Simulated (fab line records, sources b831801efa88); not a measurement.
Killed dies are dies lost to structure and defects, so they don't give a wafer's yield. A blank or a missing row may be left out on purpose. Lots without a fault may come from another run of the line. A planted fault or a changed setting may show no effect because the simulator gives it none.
One fault seen from 2 desks | flow gf180mcu | each desk has only its own numbers; what lay behind them comes last

THE TOOL OWNER'S DESK: hdpcvd-01
The tool's own readings at GF_V3_CVD_00 (deposits SiO2, target thk 600 nm, time 100 s): means of the sampled wafers that have a number, for each lot that ran on this tool. A lot is out of limits, marked OUT, if its mean lies more than 4 standard deviations from the usual mean; the brackets give that distance.
Columns: A = sih4_flow_sccm at GF_V3_CVD_00, usual 60.00 sccm; B = susceptor_temp_C at GF_V3_CVD_00, usual 399.95 C
lot  | first seen here | A                       | B
L457 | day 21 11:32    | 60.03                   | 399.82
L458 | day 21 16:55    | 59.90                   | 399.93
L459 | day 22 10:55    | 60.15                   | 400.07
L462 | day 23 05:25    | 60.07                   | 399.77
L461 | day 23 09:07    | 60.16                   | 399.95
L468 | day 25 10:52    | 39.99 (-99 or more) OUT | 399.92
L469 | day 25 16:40    | 30.09 (-99 or more) OUT | 400.30
This desk's finding: out of limits on L468, L469; first on L468, day 25 10:52 (sih4_flow_sccm at GF_V3_CVD_00). In limits: L457, L458, L459, L462, L461.

THE METROLOGY DESK
What the gauges read, lot by lot, whatever tool the lot ran on: means of the sampled wafers that have a number. A lot is out of limits, marked OUT, if its mean lies more than 4 standard deviations from the usual mean; the brackets give that distance.
Columns: A = cd_nm at GF_V2_CD_MEAS_14, usual 259.7 nm; B = V3_CVD_00_THK at GF_V3_THK_MEAS_01, usual 599 nm; C = cd_nm at GF_V3_CD_MEAS_14, usual 260.2 nm
lot  | first seen here | A     | B             | C
L457 | day 20 08:02    | 260.6 | 596           | 260.3
L458 | day 20 13:41    | 260.3 | 599           | 261.5
L459 | day 21 08:04    | 258.7 | 601           | 259.2
L460 | day 21 15:46    | 259.9 | 612           | 260.3
L462 | day 22 03:14    | 259.7 | 597           | 259.8
L461 | day 22 06:59    | 260.8 | 592           | 259.8
L463 | day 22 14:50    | 260.6 | 605           | 259.5
L468 | day 24 09:56    | 260.7 | 398 (-23) OUT | 261.2
L469 | day 24 16:39    | 259.9 | 299 (-34) OUT | 259.6
L475 | day 26 12:56    | 258.9 | 616           | 260.3
L478 | day 27 10:44    | 260.9 | 612           | 261.6
L479 | day 27 15:10    | 260.0 | 604           | 259.8
L480 | day 28 00:50    | 258.9 | 609           | 259.1
This desk's finding: out of limits on L468, L469; first on L468, day 25 10:56 (V3_CVD_00_THK at GF_V3_THK_MEAS_01). In limits: L457, L458, L459, L460, L462, L461, L463, L475, L478, L479, L480.

PUT TOGETHER
The tool owner's desk could have raised an alarm at day 25 10:52, on L468, L469.
The metrology desk could have raised an alarm at day 25 10:56, on L468, L469.
Of the lots named, all ran GF_V3_CVD_00 on hdpcvd-01.

WHAT THE SIMULATOR HAD PUT IN
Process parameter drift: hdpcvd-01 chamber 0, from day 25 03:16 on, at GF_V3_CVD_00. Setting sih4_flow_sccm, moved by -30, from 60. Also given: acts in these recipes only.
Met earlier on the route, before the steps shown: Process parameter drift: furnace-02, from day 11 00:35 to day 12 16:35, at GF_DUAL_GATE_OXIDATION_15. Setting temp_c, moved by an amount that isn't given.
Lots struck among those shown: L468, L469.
Hours from the fault's start to each desk's first reading out of limits: the tool owner's desk, 8; the metrology desk, 8.
